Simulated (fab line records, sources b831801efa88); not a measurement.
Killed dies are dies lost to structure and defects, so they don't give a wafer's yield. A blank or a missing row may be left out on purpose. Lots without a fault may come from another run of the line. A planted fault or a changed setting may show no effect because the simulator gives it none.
Chamber matching | flow sky130 | SKY_LI_CONTACT_CMP_24 on cmp-02: 4 sister chambers
The step polishes, stops on PSG, t overpolish 20 s, target thk 0 nm. 4 wafers are shown with their chamber, then 8 later ones without.

WAFERS WITH THEIR CHAMBER
wafer  | chamber | motor_current_A (A)
L125.6 | 1       | 13.4
L132.1 | 2       | 12.8
L132.3 | 0       | 9.6
L133.1 | 3       | 12.0

WAFERS WITHOUT THEIR CHAMBER
wafer  | motor_current_A (A)
L133.4 | 12.3
L133.6 | 12.3
L138.1 | 12.7
L138.4 | 12.3
L138.5 | 12.7
L144.1 | 11.9
L144.2 | 12.8
L144.6 | 12.7

WHICH CHAMBER EACH WENT THROUGH
wafer  | from the rows above     | in truth
L133.4 | can't be placed: 3 or 2 | 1
L133.6 | can't be placed: 3 or 2 | 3
L138.1 | 2                       | 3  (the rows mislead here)
L138.4 | can't be placed: 3 or 2 | 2
L138.5 | 2                       | 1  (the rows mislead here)
L144.1 | 3                       | 3
L144.2 | 2                       | 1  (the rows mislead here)
L144.6 | 2                       | 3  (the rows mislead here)
Placed correctly: 1 of 8. Can't be placed from these rows: 3 (the true chamber is among the candidates in 2). Placed wrongly: 4.
How it was worked out, from the rows above alone: a wafer's distance from a chamber is the root of the sum, over the readings, of the square of ((its reading less the chamber's mean) divided by the reading's scatter). The wafer belongs to the nearest chamber; if the next one is less than 2 further off, it can't be placed. A chamber's mean is the mean of its shown wafers. The scatter: with one shown wafer a chamber, the root of the mean of the squares of how far each hidden wafer lies from its nearest shown one.
